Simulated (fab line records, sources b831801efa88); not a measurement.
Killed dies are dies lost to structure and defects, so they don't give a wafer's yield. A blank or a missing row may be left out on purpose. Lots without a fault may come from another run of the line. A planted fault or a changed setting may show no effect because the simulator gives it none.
fab line records | flow sky130
record lots=5 wafers=15 last_day=50
route steps=708 shown VIA3@577 METAL4@598 CAP2M@603
lots that met no fault: from a run of the same line without faults
start_h: hours from the record's first day to the start of the lot's first wafer shown | wait_h: hours since the lot's step before | " the same as in the row above | L1.1+2: a row that stands for several wafers | - no value, or no start given | * or withheld: withheld | < > ~ a bound
route shown NAME@n: a module of which the file shows steps, and the number in the route of the first | usual: mean/standard deviation of fault-free wafers | same: alike in all rows | chamber/n: place in a boat | sites: the reading at each site | _std_site: their standard deviation | _edge_site: outer sites' mean less inner sites' | radius_mm: how far each site lies from the wafer's centre | mask NAME#n: copy n | behind: the tool/chamber that last shaped the wafer | hold: why the lot was held/for how many hours/how that ended | device: the transistor (n, p or np) that didn't switch | end of line: the same wafers' tests at the end of the route | a step without rows: its recipe alone | killed: dies lost to structure and defects at the first sort, not the wafer's yield | map: a wafer's dies, x killed, . not, _ none there
set.NAME: the setting as run; set.NAME@STEP: as run at that earlier step | model.NAME: the simulator's own value behind a step, which no gauge read
lots at some steps of the route; a table a step, a row a wafer
services: from which hour (start_h, from the record's first day; less than 0 if before it) a tool's chamber was out of use, for how many hours, and why
## steps
# step SKY_VIA3_DEHYDRATE_04
# recipe temp_c=200 time_s=60
# usual chill_plate_temp_C=23.01/0.1
# same time_s=60
# columns lot.wafer tool chamber start_h wait_h chill_plate_temp_C
L079.3 litho_track-03 0 956.16 12.1 23.14
L079.4 " 0 " " 23.04
L079.5 " 0 " " 23.03
L081.4 litho_track-04 0 966.22 10.8 23.09
L081.5 " 0 " " 23.08
L081.6 " 0 " " 23.06
L082.2 litho_track-01 0 978.40 11.7 22.93
L082.4 " 0 " " 23.11
L082.5 " 0 " " 23.04
L093.1 litho_track-03 0 1047.16 9.6 22.94
L093.2 " 0 " " 23.01
L093.3 " 0 " " 23.03
L096.1 litho_track-04 0 1066.84 9.7 22.87
L096.3 " 0 " " 23.18
L096.5 " 0 " " 23.05
# step SKY_VIA3_HMDS_05
# recipe prime_time_s=60 prime_temp_c=120
# usual chill_plate_temp_C=22.99/0.098
# columns lot.wafer tool chamber start_h wait_h chill_plate_temp_C
L079.3 litho_track-03 0 956.31 0.1 23.19
L079.4 " 0 " " 23.08
L079.5 " 0 " " 22.97
L081.4 litho_track-04 0 966.37 0.1 22.84
L081.5 " 0 " " 22.99
L081.6 " 0 " " 23.02
L082.2 litho_track-01 0 978.55 0.1 22.93
L082.4 " 0 " " 22.93
L082.5 " 0 " " 22.87
L093.1 litho_track-03 0 1047.31 0.1 22.90
L093.2 " 0 " " 22.89
L093.3 " 0 " " 22.93
L096.1 litho_track-04 0 1066.99 0.1 23.07
L096.3 " 0 " " 22.86
L096.5 " 0 " " 22.82
# step SKY_VIA3_COAT_06
# recipe resist=BARC temp_c=withheld time_s=withheld spin_rpm=3000 resist_thk_nm=60
# usual chill_plate_temp_C=*
# columns lot.wafer tool chamber start_h wait_h chill_plate_temp_C
L079.3 litho_track-03 0 956.46 0.1 *
L079.4 " 0 " " *
L079.5 " 0 " " *
L081.4 litho_track-04 0 966.52 0.1 *
L081.5 " 0 " " *
L081.6 " 0 " " *
L082.2 litho_track-01 0 978.70 0.1 *
L082.4 " 0 " " *
L082.5 " 0 " " *
L093.1 litho_track-03 0 1047.46 0.1 *
L093.2 " 0 " " *
L093.3 " 0 " " *
L096.1 litho_track-04 0 1067.14 0.1 *
L096.3 " 0 " " *
L096.5 " 0 " " *
# step SKY_VIA3_COAT_07
# recipe resist=KrF-thick spin_rpm=3000 resist_thk_nm=450
# usual chill_plate_temp_C=23.00/0.11
# columns lot.wafer tool chamber start_h wait_h chill_plate_temp_C
L079.3 litho_track-03 0 - - 22.99
L079.4 " 0 " " 22.94
L079.5 " 0 " " 22.74
L081.4 litho_track-04 0 - - 22.89
L081.5 " 0 " " 22.85
L081.6 " 0 " " 22.93
L082.2 litho_track-01 0 - - 23.08
L082.4 " 0 " " 23.04
L082.5 " 0 " " 23.13
L093.1 litho_track-03 0 - - 22.98
L093.2 " 0 " " 23.02
L093.3 " 0 " " 23.18
L096.1 litho_track-04 0 - - 23.05
L096.3 " 0 " " 22.90
L096.5 " 0 " " 22.88
# step SKY_VIA3_SOFTBAKE_08
# recipe temp_c=100 time_s=90 resist=KrF-thick
# usual chill_plate_temp_C=23.03/0.091
# same time_s=90
# columns lot.wafer tool chamber start_h wait_h chill_plate_temp_C
L079.3 litho_track-03 0 - - 23.02
L079.4 " 0 " " 22.95
L079.5 " 0 " " 22.99
L081.4 litho_track-04 0 - - 23.14
L081.5 " 0 " " 23.08
L081.6 " 0 " " 23.05
L082.2 litho_track-01 0 - - 23.07
L082.4 " 0 " " 23.06
L082.5 " 0 " " 22.99
L093.1 litho_track-03 0 - - 23.09
L093.2 " 0 " " 23.13
L093.3 " 0 " " 23.18
L096.1 litho_track-04 0 - - 23.00
L096.3 " 0 " " 22.94
L096.5 " 0 " " 23.04
# step SKY_VIA3_EXPOSE_09
# recipe mask_id=VIM3 na=0.8 source_shape=annular sigma_inner=0.55 sigma_outer=0.85 target_cd_nm=200 dose_mj=38
# usual stage_vel_mm_s=499.96/0.26
# columns lot.wafer tool chamber start_h wait_h mask stage_vel_mm_s
L079.3 krf_scanner-01 0 - - VIM3#0 499.88
L079.4 " 0 " " VIM3#0 500.13
L079.5 " 0 " " VIM3#0 500.19
L081.4 krf_scanner-02 0 - - VIM3#0 500.26
L081.5 " 0 " " VIM3#0 500.29
L081.6 " 0 " " VIM3#0 500.27
L082.2 krf_scanner-01 0 - - VIM3#0 500.13
L082.4 " 0 " " VIM3#0 499.85
L082.5 " 0 " " VIM3#0 500.22
L093.1 krf_scanner-01 0 - - VIM3#0 500.36
L093.2 " 0 " " VIM3#0 499.96
L093.3 " 0 " " VIM3#0 499.75
L096.1 krf_scanner-01 0 - - VIM3#0 500.04
L096.3 " 0 " " VIM3#0 500.01
L096.5 " 0 " " VIM3#0 499.92
# step SKY_VIA3_PEB_10
# recipe peb_temp_c=withheld peb_time_s=withheld resist=KrF-thick
# usual chill_plate_temp_C=*
# columns lot.wafer tool chamber start_h wait_h chill_plate_temp_C
L079.3 litho_track-01 0 - - *
L079.4 " 0 " " *
L079.5 " 0 " " *
L081.4 litho_track-04 0 - - *
L081.5 " 0 " " *
L081.6 " 0 " " *
L082.2 litho_track-01 0 - - *
L082.4 " 0 " " *
L082.5 " 0 " " *
L093.1 litho_track-01 0 - - *
L093.2 " 0 " " *
L093.3 " 0 " " *
L096.1 litho_track-03 0 - - *
L096.3 " 0 " " *
L096.5 " 0 " " *
# step SKY_VIA3_DEVELOP_11
# recipe develop_time_s=60 resist=KrF-thick dev_temp_c=21
# usual chill_plate_temp_C=23.00/0.11
# columns lot.wafer tool chamber start_h wait_h chill_plate_temp_C
L079.3 litho_track-01 0 - - 22.96
L079.4 " 0 " " 22.90
L079.5 " 0 " " 22.95
L081.4 litho_track-04 0 - - 23.05
L081.5 " 0 " " 22.87
L081.6 " 0 " " 22.96
L082.2 litho_track-01 0 - - 23.07
L082.4 " 0 " " 22.97
L082.5 " 0 " " 23.01
L093.1 litho_track-01 0 - - 22.98
L093.2 " 0 " " 22.97
L093.3 " 0 " " 22.88
L096.1 litho_track-03 0 - - 22.94
L096.3 " 0 " " 23.16
L096.5 " 0 " " 23.05
# step SKY_VIA3_CD_MEAS_12
# recipe target_cd_nm=200
# usual cd_nm=200.0/1.2
# columns lot.wafer tool chamber start_h wait_h cd_nm
L079.3 cd_sem-02 - 968.67 - 199.7
L079.4 " - " " 199.5
L079.5 " - " " 199.3
L081.4 cd_sem-01 - 979.25 - 202.1
L081.5 " - " " 200.4
L081.6 " - " " 199.3
L082.2 cd_sem-01 - 990.20 - 199.6
L082.4 " - " " 199.6
L082.5 " - " " 199.1
L093.1 cd_sem-02 - 1058.88 - 200.8
L093.2 " - " " 200.5
L093.3 " - " " 200.8
L096.1 cd_sem-01 - 1078.31 - 199.6
L096.3 " - " " 199.1
L096.5 " - " " 198.2
# step SKY_VIA3_OVL_MEAS_13
# usual VIA3_OVL=2/4.5
# columns lot.wafer tool chamber start_h wait_h VIA3_OVL[nm]
L079.3 overlay-01 - 968.76 0.1 -5
L079.4 " - " " 1
L079.5 " - " " 2
L081.4 overlay-01 - 979.33 0.1 5
L081.5 " - " " 6
L081.6 " - " " 6
L082.2 overlay-02 - 990.30 0.1 -1
L082.4 " - " " -3
L082.5 " - " " -3
L093.1 overlay-01 - 1059.00 0.1 3
L093.2 " - " " -1
L093.3 " - " " 11
L096.1 overlay-02 - 1078.43 0.1 1
L096.3 " - " " 0
L096.5 " - " " 2
# step SKY_VIA3_ETCH_14
# recipe chemistry=N2/H2 target=BARC ion_energy_ev=200 source_w=500 bias_w=100 pressure_mtorr=30 n2_flow_sccm=100 h2_flow_sccm=200 stop_on=SiO2 time_s=45.9 target_depth_a=600
# usual drypump_motor_current_A=5.8/0.49 oes_product_au=0.855/0.0051 throttle_valve_pct=13.225/0.0083
# same time_s=45.9
# columns lot.wafer tool chamber start_h wait_h drypump_motor_current_A oes_product_au rf_hours_counter_h throttle_valve_pct
L079.3 rie_diel-04 0 968.78 0.0 5.8 0.851 17 13.217
L079.4 " 2 " " 6.3 0.859 6 13.220
L079.5 " 1 " " 5.2 0.862 - 13.223
L081.4 rie_diel-02 0 979.37 0.0 5.1 0.860 - 13.214
L081.5 " 1 " " 5.7 0.859 - 13.215
L081.6 " 2 " " 5.6 0.853 - 13.231
L082.2 rie_diel-02 1 990.33 0.0 5.7 0.858 16 13.220
L082.4 " 1 " " 5.7 0.845 - 13.225
L082.5 " 0 " " 5.1 0.854 - 13.233
L093.1 rie_diel-01 3 1059.03 0.0 5.1 0.848 27 13.226
L093.2 " 1 " " 6.0 0.857 5 13.226
L093.3 " 0 " " 6.7 0.854 23 13.210
L096.1 rie_diel-01 3 1078.47 0.0 5.1 0.867 28 13.227
L096.3 " 2 " " 6.2 0.853 25 13.240
L096.5 " 3 " " 5.1 0.853 - 13.219
# step SKY_VIA3_ETCH_15
# recipe target=SiO2 chemistry=C4F8/O2/Ar target_depth_nm=507 stop_on=TiN mask_material=KrF-thick source_w=1500 bias_w=1200 pressure_mtorr=40 c4f8_flow_sccm=withheld O2_flow_sccm=6 Ar_flow_sccm=300 time_s=78
# usual oes_product_au=0.946/0.0055
# same time_s=78
# columns lot.wafer tool chamber start_h wait_h oes_product_au rf_hours_counter_h
L079.3 rie_diel-04 0 968.83 0.0 0.942 17
L079.4 " 2 " " 0.945 6
L079.5 " 1 " " 0.950 -
L081.4 rie_diel-02 0 979.42 0.0 0.945 -
L081.5 " 1 " " 0.944 -
L081.6 " 2 " " 0.945 -
L082.2 rie_diel-02 1 990.38 0.0 0.941 16
L082.4 " 1 " " 0.949 -
L082.5 " 0 " " 0.956 -
L093.1 rie_diel-01 3 1059.08 0.0 0.947 27
L093.2 " 1 " " 0.942 5
L093.3 " 0 " " 0.950 23
L096.1 rie_diel-01 3 1078.51 0.0 0.945 28
L096.3 " 2 " " 0.944 25
L096.5 " 3 " " 0.940 -
# step SKY_VIA3_STRIP_16
# recipe chemistry=O2/N2 power_w=1400 pressure_mtorr=1500 platen_temp_c=withheld o2_flow_sccm=3000 n2_flow_sccm=300 overash_fraction=0.5
# usual drypump_motor_current_A=5.5/0.35 oes_product_au=0.402/0.0044 strip_time_to_endpoint_s=4.126/0.026
# columns lot.wafer tool chamber start_h wait_h drypump_motor_current_A oes_product_au rf_hours_counter_h strip_time_to_endpoint_s
L079.3 plasma_asher-02 0 968.92 0.1 5.2 0.397 - 4.127
L079.4 " 1 " " 5.9 0.416 - 4.159
L079.5 " 1 " " 5.9 0.403 - 4.126
L081.4 plasma_asher-01 1 979.49 0.0 5.3 0.407 - 4.148
L081.5 " 1 " " 5.3 0.406 - 4.139
L081.6 " 0 " " 5.4 0.402 - 4.132
L082.2 plasma_asher-02 1 990.44 0.0 5.9 0.407 57 4.107
L082.4 " 1 " " 5.9 0.402 - 4.131
L082.5 " 0 " " 5.2 0.400 - 4.122
L093.1 plasma_asher-01 0 1059.14 0.0 5.4 0.403 30 4.139
L093.2 " 1 " " 5.3 0.405 30 4.127
L093.3 " 0 " " 5.4 0.404 - 4.131
L096.1 plasma_asher-02 1 1078.57 0.0 5.9 0.409 66 4.109
L096.3 " 1 " " 5.9 0.399 - 4.098
L096.5 " 0 " " 5.2 0.402 - 4.129
# step SKY_VIA3_STRIP_17
# recipe chemistry=post_etch_residue_remover time_s=1200 temp_c=72.5
# usual bath_heat_duty_pct=13.3/1.1
# same time_s=1200
# columns lot.wafer tool chamber start_h wait_h bath_heat_duty_pct
L079.3 wet_bench-02 0 968.99 0.0 14.3
L079.4 " 0 " " 13.8
L079.5 " 0 " " 13.6
L081.4 wet_bench-03 2 979.55 0.0 15.1
L081.5 " 2 " " 14.8
L081.6 " 2 " " 13.8
L082.2 wet_bench-02 3 990.54 0.1 13.2
L082.4 " 3 " " 13.0
L082.5 " 3 " " 13.3
L093.1 wet_bench-03 2 1059.24 0.1 13.1
L093.2 " 2 " " 13.6
L093.3 " 2 " " 13.7
L096.1 wet_bench-02 3 1078.67 0.1 13.4
L096.3 " 3 " " 13.3
L096.5 " 3 " " 13.5
# step SKY_VIA3_CLEAN_18
# recipe chemistry=IPA time_s=180 temp_c=25
# usual bath_heat_duty_pct=6.3/0.82
# same time_s=180
# columns lot.wafer tool chamber start_h wait_h bath_heat_duty_pct
L079.3 wet_bench-01 2 969.67 0.0 5.8
L079.4 " 2 " " 7.0
L079.5 " 2 " " 6.9
L081.4 wet_bench-02 2 979.92 0.0 4.3
L081.5 " 2 " " 5.1
L081.6 " 2 " " 4.4
L082.2 wet_bench-01 2 990.88 0.0 6.7
L082.4 " 2 " " 6.5
L082.5 " 2 " " 5.6
L093.1 wet_bench-01 0 1059.58 0.0 7.7
L093.2 " 0 " " 7.9
L093.3 " 0 " " 7.6
L096.1 wet_bench-01 0 1079.01 0.0 6.9
L096.3 " 0 " " 7.7
L096.5 " 0 " " 7.3
# step SKY_VIA3_CLEAN_19
# recipe chemistry=O3/DIW dry=n2_spin
# columns lot.wafer tool chamber start_h wait_h
L079.3+4+5 wet_bench-02 3 969.73 0.0
L081.4+5+6 wet_bench-01 3 979.98 0.0
L082.2+4+5 wet_bench-02 3 990.94 0.0
L093.1+2+3 wet_bench-02 0 1059.64 0.0
L096.1+3+5 wet_bench-03 3 1079.07 0.0
# step SKY_VIA3_SPUTTER_20
# recipe material=TiN target_thk_nm=20 chamber_pressure_pa=5 power_w=4000 time_s=80
# usual throttle_valve_pct=30.5/1
# same time_s=80
# columns lot.wafer tool chamber start_h wait_h throttle_valve_pct
L079.3 pvd_sputter-02 - 969.92 0.0 30.3
L079.4 " - " " 31.1
L079.5 " - " " 29.2
L081.4 pvd_sputter-03 - 980.09 0.0 31.3
L081.5 " - " " 29.9
L081.6 " - " " 32.2
L082.2 pvd_sputter-03 - 991.03 0.0 31.4
L082.4 " - " " 29.6
L082.5 " - " " 30.1
L093.1 pvd_sputter-03 - 1059.74 0.0 29.2
L093.2 " - " " 30.3
L093.3 " - " " 31.3
L096.1 pvd_sputter-02 - 1079.16 0.0 30.1
L096.3 " - " " 30.3
L096.5 " - " " 30.0
# step SKY_VIA3_CVD_21
# recipe material=W target_thk_nm=390 time_s=117.31 temp_c=400 pressure_torr=40
# usual heater_power_w=785/110
# same time_s=117.31
# columns lot.wafer tool chamber start_h wait_h heater_power_w
L079.3 cvd_w-01 0 970.02 0.1 706
L079.4 " 1 " " 702
L079.5 " 0 " " 682
L081.4 cvd_w-02 0 980.19 0.1 849
L081.5 " 0 " " 837
L081.6 " 1 " " 903
L082.2 cvd_w-02 1 991.09 0.0 959
L082.4 " 1 " " 946
L082.5 " 1 " " 914
L093.1 cvd_w-01 0 1059.80 0.0 679
L093.2 " 1 " " 711
L093.3 " 1 " " 698
L096.1 cvd_w-02 0 1079.22 0.0 877
L096.3 " 0 " " 886
L096.5 " 1 " " 932
# step SKY_VIA3_RS_MEAS_22
# recipe thk_meas_gauge=four-point-probe reads=W_of_VIA3_CVD_21+TiN_of_VIA3_SPUTTER_20
# usual VIA3_W_RS=0.294/0.0038
# columns lot.wafer tool chamber start_h wait_h VIA3_W_RS[ohm/sq]
L079.3 film_metro-01 - 970.14 0.1 0.293
L079.4 " - " " 0.297
L079.5 " - " " 0.291
L081.4 film_metro-02 - 980.34 0.1 0.287
L081.5 " - " " 0.289
L081.6 " - " " 0.291
L082.2 film_metro-02 - 991.23 0.1 0.292
L082.4 " - " " 0.291
L082.5 " - " " 0.291
L093.1 film_metro-01 - 1059.93 0.1 0.295
L093.2 " - " " 0.300
L093.3 " - " " 0.298
L096.1 film_metro-02 - 1079.35 0.1 0.291
L096.3 " - " " 0.293
L096.5 " - " " 0.297
# step SKY_VIA3_THK_MEAS_23
# recipe thk_meas_gauge=xrf reads=W_of_VIA3_CVD_21
# usual VIA3_W_THK=388/6.8
# columns lot.wafer tool chamber start_h wait_h VIA3_W_THK[nm]
L079.3 film_metro-01 - 970.24 0.1 398
L079.4 " - " " 393
L079.5 " - " " 400
L081.4 film_metro-02 - 980.43 0.1 390
L081.5 " - " " 387
L081.6 " - " " 388
L082.2 film_metro-02 - 991.34 0.1 386
L082.4 " - " " 386
L082.5 " - " " 386
L093.1 film_metro-01 - 1060.05 0.1 391
L093.2 " - " " 388
L093.3 " - " " 389
L096.1 film_metro-02 - 1079.47 0.1 389
L096.3 " - " " 387
L096.5 " - " " 383
# step SKY_VIA3_CMP_24
# recipe stop_on=SiO2 t_overpolish_s=20 down_force_psi=3.5 platen_rpm=60 target_thk_nm=0 pad_velocity_m_s=0.94248
# usual motor_current_A=10.7/1.1 overpolish_run_s=20.001/0.0082 time_to_endpoint_s=93/3.8
# columns lot.wafer tool chamber start_h wait_h motor_current_A overpolish_run_s time_to_endpoint_s
L079.4 cmp-01 1 970.28 0.0 11.6 19.999 90
L079.3 " 2 " " 11.3 19.998 89
L079.5 " 1 " " 11.3 19.994 94
L081.4 cmp-01 1 980.56 0.1 11.3 20.000 94
L081.6 " 3 " " 11.7 20.011 97
L081.5 " 0 " " 9.1 19.986 94
L082.2 cmp-02 3 991.50 0.1 10.0 20.013 96
L082.4 " 0 " " 9.1 19.998 91
L082.5 " 3 " " 10.5 20.006 98
L093.2 cmp-02 0 1060.16 0.1 9.2 20.005 88
L093.1 " 1 " " 10.2 20.003 92
L093.3 " 2 " " 11.5 20.002 85
L096.1 cmp-01 2 1079.58 0.1 11.0 19.987 94
L096.3 " 0 " " 9.2 20.015 95
L096.5 " 2 " " 12.0 20.012 91
# step SKY_METAL4_SPUTTER_00
# recipe material=Ti target_thk_nm=15 power_w=3000 time_s=10 chamber_pressure_pa=0.4
# usual throttle_valve_pct=30.0/1.2
# same time_s=10
# columns lot.wafer tool chamber start_h wait_h throttle_valve_pct
L079.3 pvd_sputter-01 - 970.58 0.2 30.5
L079.4 " - " " 28.4
L079.5 " - " " 29.0
L081.4 pvd_sputter-04 - 980.76 0.1 30.9
L081.5 " - " " 30.8
L081.6 " - " " 32.9
L082.2 pvd_sputter-04 - 991.75 0.2 31.1
L082.4 " - " " 30.2
L082.5 " - " " 30.0
L093.1 pvd_sputter-02 - 1060.41 0.1 31.1
L093.2 " - " " 30.6
L093.3 " - " " 29.3
L096.1 pvd_sputter-04 - 1079.83 0.2 33.1
L096.3 " - " " 30.2
L096.5 " - " " 31.0
# step SKY_METAL4_SPUTTER_01
# recipe material=TiN target_thk_nm=20 power_w=6500 time_s=16.7 chamber_pressure_pa=0.4
# usual throttle_valve_pct=30.1/1.2
# same time_s=16.7
# columns lot.wafer tool chamber start_h wait_h throttle_valve_pct
L079.3 pvd_sputter-01 - 970.60 0.0 30.4
L079.4 " - " " 28.5
L079.5 " - " " 28.9
L081.4 pvd_sputter-04 - 980.78 0.0 31.1
L081.5 " - " " 31.0
L081.6 " - " " 32.9
L082.2 pvd_sputter-04 - 991.77 0.0 31.1
L082.4 " - " " 30.1
L082.5 " - " " 30.2
L093.1 pvd_sputter-02 - 1060.43 0.0 30.8
L093.2 " - " " 30.6
L093.3 " - " " 29.6
L096.1 pvd_sputter-04 - 1079.85 0.0 33.2
L096.3 " - " " 30.1
L096.5 " - " " 31.1
# step SKY_METAL4_SPUTTER_02
# recipe material=AlCu target_thk_nm=735 power_w=10600 time_s=39.1 chamber_pressure_pa=0.4
# usual throttle_valve_pct=30.1/1.2
# same time_s=39.1
# columns lot.wafer tool chamber start_h wait_h throttle_valve_pct
L079.3 pvd_sputter-01 - 970.63 0.0 30.5
L079.4 " - " " 28.7
L079.5 " - " " 28.8
L081.4 pvd_sputter-04 - 980.80 0.0 31.3
L081.5 " - " " 30.8
L081.6 " - " " 32.7
L082.2 pvd_sputter-04 - 991.80 0.0 31.0
L082.4 " - " " 30.2
L082.5 " - " " 30.3
L093.1 pvd_sputter-02 - 1060.45 0.0 31.0
L093.2 " - " " 30.5
L093.3 " - " " 29.3
L096.1 pvd_sputter-04 - 1079.88 0.0 32.7
L096.3 " - " " 30.1
L096.5 " - " " 31.1
# step SKY_METAL4_SPUTTER_03
# recipe material=Ti target_thk_nm=5 power_w=3000 time_s=3.3 chamber_pressure_pa=0.4
# usual throttle_valve_pct=30.0/1.2
# same time_s=3.3
# columns lot.wafer tool chamber start_h wait_h throttle_valve_pct
L079.3 pvd_sputter-01 - 970.67 0.0 30.7
L079.4 " - " " 28.6
L079.5 " - " " 29.0
L081.4 pvd_sputter-04 - 980.84 0.0 31.0
L081.5 " - " " 31.0
L081.6 " - " " 33.0
L082.2 pvd_sputter-04 - 991.84 0.0 31.0
L082.4 " - " " 30.3
L082.5 " - " " 29.9
L093.1 pvd_sputter-02 - 1060.49 0.0 30.7
L093.2 " - " " 30.3
L093.3 " - " " 29.2
L096.1 pvd_sputter-04 - 1079.92 0.0 32.9
L096.3 " - " " 30.0
L096.5 " - " " 31.0
# step SKY_METAL4_SPUTTER_04
# recipe material=TiN target_thk_nm=70 power_w=6500 time_s=58.3 chamber_pressure_pa=0.4
# usual throttle_valve_pct=30.0/1.2
# same time_s=58.3
# columns lot.wafer tool chamber start_h wait_h throttle_valve_pct
L079.3 pvd_sputter-01 - 970.68 0.0 30.6
L079.4 " - " " 28.7
L079.5 " - " " 29.1
L081.4 pvd_sputter-04 - 980.86 0.0 30.9
L081.5 " - " " 30.8
L081.6 " - " " 33.0
L082.2 pvd_sputter-04 - 991.85 0.0 30.8
L082.4 " - " " 30.3
L082.5 " - " " 30.1
L093.1 pvd_sputter-02 - 1060.51 0.0 30.7
L093.2 " - " " 30.5
L093.3 " - " " 29.2
L096.1 pvd_sputter-04 - 1079.95 0.0 32.9
L096.3 " - " " 30.3
L096.5 " - " " 31.0
# step SKY_CAP2M_CVD_00
# recipe material=SiO2 target_thk_nm=15.5 temp_c=400 time_s=withheld rf_w=450
# usual heater_power_w=756/78
# columns lot.wafer tool chamber start_h wait_h heater_power_w
L079.3 pecvd-02 2 970.73 0.0 721
L079.4 " 2 " " 734
L079.5 " 0 " " 655
L081.4 pecvd-01 2 980.92 0.0 828
L081.5 " 0 " " 771
L081.6 " 1 " " 851
L082.2 pecvd-02 2 991.90 0.0 806
L082.4 " 0 " " 654
L082.5 " 1 " " 780
L093.1 pecvd-01 2 1060.56 0.0 817
L093.2 " 1 " " 748
L093.3 " 0 " " 697
L096.1 pecvd-03 1 1080.00 0.0 797
L096.3 " 2 " " 713
L096.5 " 1 " " 810
# step SKY_CAP2M_THK_MEAS_01
# recipe reads=SiO2_of_CAP2M_CVD_00
# usual CAP2M_CVD_00_THK=15.37/0.19
# columns lot.wafer tool chamber start_h wait_h CAP2M_CVD_00_THK[nm]
L079.3 film_metro-04 - 970.78 - 15.15
L079.4 " - " " 15.63
L079.5 " - " " 15.36
L081.4 film_metro-04 - 980.96 - 15.26
L081.5 " - " " 15.34
L081.6 " - " " 15.28
L082.2 film_metro-04 - 991.93 - 15.19
L082.4 " - " " 15.64
L082.5 " - " " 15.41
L093.1 film_metro-04 - 1060.58 - 15.43
L093.2 " - " " 15.26
L093.3 " - " " 15.03
L096.1 film_metro-03 - 1080.02 - 15.36
L096.3 " - " " 15.47
L096.5 " - " " 15.87
# step SKY_CAP2M_SPUTTER_02
# recipe material=TiN target_thk_nm=200 temp_c=300 power_w=6500 time_s=166.7 chamber_pressure_pa=0.4
# usual throttle_valve_pct=30.3/1
# same time_s=166.7
# columns lot.wafer tool chamber start_h wait_h throttle_valve_pct
L079.3 pvd_sputter-03 - 970.82 0.0 29.2
L079.4 " - " " 31.4
L079.5 " - " " 31.3
L081.4 pvd_sputter-02 - 980.99 0.0 30.4
L081.5 " - " " 30.4
L081.6 " - " " 29.1
L082.2 pvd_sputter-03 - 991.98 0.0 31.4
L082.4 " - " " 30.4
L082.5 " - " " 30.2
L093.1 pvd_sputter-01 - 1060.64 0.1 29.7
L093.2 " - " " 28.6
L093.3 " - " " 28.9
L096.1 pvd_sputter-01 - 1080.08 0.1 29.0
L096.3 " - " " 29.8
L096.5 " - " " 29.1
# step SKY_CAP2M_RS_MEAS_03
# recipe thk_meas_gauge=four-point-probe reads=TiN_of_CAP2M_SPUTTER_02
# usual CAP2M_TIN_RS=6.92/0.081
# columns lot.wafer tool chamber start_h wait_h CAP2M_TIN_RS[ohm/sq]
L079.3 film_metro-02 - 970.96 0.1 6.81
L079.4 " - " " 6.87
L079.5 " - " " 6.85
L081.4 film_metro-03 - 981.16 0.1 6.96
L081.5 " - " " 6.90
L081.6 " - " " 6.99
L082.2 film_metro-04 - 992.11 0.1 6.92
L082.4 " - " " 6.91
L082.5 " - " " 6.96
L093.1 film_metro-02 - 1060.75 0.1 6.75
L093.2 " - " " 6.84
L093.3 " - " " 6.72
L096.1 film_metro-02 - 1080.19 0.1 6.91
L096.3 " - " " 6.86
L096.5 " - " " 6.86
# step SKY_CAP2M_THK_MEAS_04
# recipe thk_meas_gauge=xrf reads=TiN_of_CAP2M_SPUTTER_02
# usual CAP2M_TIN_THK=203.7/2.9
# columns lot.wafer tool chamber start_h wait_h CAP2M_TIN_THK[nm]
L079.3 film_metro-02 - 971.06 0.1 207.3
L079.4 " - " " 206.1
L079.5 " - " " 206.6
L081.4 film_metro-03 - 981.25 0.1 200.8
L081.5 " - " " 203.2
L081.6 " - " " 201.0
L082.2 film_metro-04 - 992.22 0.1 205.0
L082.4 " - " " 204.4
L082.5 " - " " 203.4
L093.1 film_metro-02 - 1060.87 0.1 209.0
L093.2 " - " " 206.2
L093.3 " - " " 210.4
L096.1 film_metro-02 - 1080.31 0.1 206.0
L096.3 " - " " 206.9
L096.5 " - " " 206.7
# step SKY_CAP2M_DEHYDRATE_05
# recipe temp_c=200 time_s=60
# usual chill_plate_temp_C=23.00/0.12
# same time_s=60
# columns lot.wafer tool chamber start_h wait_h chill_plate_temp_C
L079.3 litho_track-01 0 982.58 11.5 23.00
L079.4 " 0 " " 23.12
L079.5 " 0 " " 22.96
L081.4 litho_track-01 0 991.85 10.6 23.08
L081.5 " 0 " " 23.11
L081.6 " 0 " " 23.01
L082.2 litho_track-02 0 1003.72 11.5 23.10
L082.4 " 0 " " 23.03
L082.5 " 0 " " 23.01
L093.1 litho_track-01 0 1070.18 9.3 23.00
L093.2 " 0 " " 22.94
L093.3 " 0 " " 23.06
L096.1 litho_track-03 0 1090.16 9.8 22.98
L096.3 " 0 " " 23.16
L096.5 " 0 " " 23.02
# step SKY_CAP2M_HMDS_06
# recipe prime_time_s=60 prime_temp_c=120
# usual chill_plate_temp_C=22.98/0.1
# columns lot.wafer tool chamber start_h wait_h chill_plate_temp_C
L079.3 litho_track-01 0 982.73 0.1 23.12
L079.4 " 0 " " 23.00
L079.5 " 0 " " 22.92
L081.4 litho_track-01 0 992.00 0.1 22.71
L081.5 " 0 " " 22.98
L081.6 " 0 " " 22.95
L082.2 litho_track-02 0 1003.87 0.1 22.87
L082.4 " 0 " " 22.99
L082.5 " 0 " " 23.03
L093.1 litho_track-01 0 1070.33 0.1 23.04
L093.2 " 0 " " 23.11
L093.3 " 0 " " 23.02
L096.1 litho_track-03 0 1090.31 0.1 22.76
L096.3 " 0 " " 22.77
L096.5 " 0 " " 22.96
# step SKY_CAP2M_COAT_07
# recipe resist=NOVOLAK spin_rpm=3000 resist_thk_nm=1140
# usual chill_plate_temp_C=23.01/0.093
# columns lot.wafer tool chamber start_h wait_h chill_plate_temp_C
L079.3 litho_track-01 0 982.88 0.1 23.15
L079.4 " 0 " " 22.87
L079.5 " 0 " " 22.88
L081.4 litho_track-01 0 992.15 0.1 23.04
L081.5 " 0 " " 22.98
L081.6 " 0 " " 23.08
L082.2 litho_track-02 0 1004.02 0.1 22.96
L082.4 " 0 " " 23.07
L082.5 " 0 " " 22.99
L093.1 litho_track-01 0 1070.48 0.1 22.98
L093.2 " 0 " " 22.98
L093.3 " 0 " " 23.06
L096.1 litho_track-03 0 1090.46 0.1 23.18
L096.3 " 0 " " 23.07
L096.5 " 0 " " 23.11
## services
# columns tool chamber start_h hours kind
pvd_sputter-01 - 944.64 1.7 repair
krf_scanner-01 - 950.76 0.8 pm
cvd_w-01 - 952.27 2.3 repair
cmp-02 - 967.84 20.3 repair
rie_diel-02 3 969.25 22.4 repair
krf_scanner-01 - 975.21 1.3 pm
cmp-01 - 992.94 3.9 pm
pvd_sputter-03 - 994.82 4.9 repair
wet_bench-03 - 1004.84 1.9 pm
pecvd-02 - 1005.24 0.9 repair
pvd_sputter-04 - 1009.03 2.0 repair
pecvd-02 - 1016.24 2.8 repair
krf_scanner-01 - 1017.75 3.4 repair
rie_diel-01 3 1026.02 4.9 repair
rie_diel-02 1 1027.32 4.2 repair
pecvd-01 1 1032.69 24.3 repair
wet_bench-03 - 1039.45 4.8 repair
krf_scanner-01 - 1049.14 3.6 pm
rie_diel-02 - 1052.68 14.6 pm
cvd_w-02 - 1055.32 6.0 pm
rie_diel-01 0 1066.77 13.1 repair
rie_diel-02 - 1073.14 0.4 repair
krf_scanner-01 - 1084.76 1.0 pm
rie_diel-02 - 1088.77 0.8 repair
## key
fault none
